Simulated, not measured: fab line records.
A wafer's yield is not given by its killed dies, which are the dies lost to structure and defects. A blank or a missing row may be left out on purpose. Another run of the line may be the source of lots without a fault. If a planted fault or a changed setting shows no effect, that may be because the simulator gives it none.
Which tool did it? -- flow sky130 -- route of 708 steps, sampled at 1 step: 12 lots, 36 wafers

== WHAT THE GAUGES SHOWED, per wafer ==
SKY_POLY_GATE_THK_MEAS_01.
lot,measured,on,POLY_GATE_CVD_00_THK (nm)
L075,day 14 14:02,film_metro-01,185.7 185.6 186.3
L077,day 15 09:41,film_metro-04,184.5 183.9 184.3
L079,day 16 03:50,film_metro-01,183.3 182.9 182.7
L081,day 16 12:47,film_metro-04,183.3 183.3 183.0
L083,day 17 07:09,film_metro-01,184.9 184.7 185.0
L084,day 17 19:22,film_metro-01,183.9 185.2 182.5
L087,day 18 15:05,film_metro-01,184.5 183.5 183.7
L089,day 19 08:26,film_metro-04,184.3 182.5 185.1
L092,day 20 12:43,film_metro-01,184.2 184.3 186.0
L093,day 20 19:52,film_metro-01,184.0 183.6 182.9
L096,day 21 20:20,film_metro-03,184.1 184.8 185.0
L097,day 22 16:52,film_metro-01,183.9 183.3 185.3

== WHAT TOOL EACH LOT RAN ON (gives the tool, then ch and the chambers of the sampled wafers, and finally the start) ==
Before these readings, the record contains no process step.

== THE ANSWER, worked out from the rows above alone ==
Rule: usual is defined by the lots themselves. Put in order of their means at a reading, lots are off if they are a third of the lots or fewer, leave a main group of 4 or more, and stand apart from it by a gap of 3 or more times the standard deviation of the main group's means; of several such gaps the widest counts. A main group whose means are all the same, to the digits that the tables above print for the reading, isn't used. A lot without any number at a reading at which 4 lots or more have one is off too. Any other lot the step has rows for is counted as sound.
Nothing can be told from this: no lot is off at any reading shown.

== WHAT WAS PUT IN BY THE SIMULATOR ==
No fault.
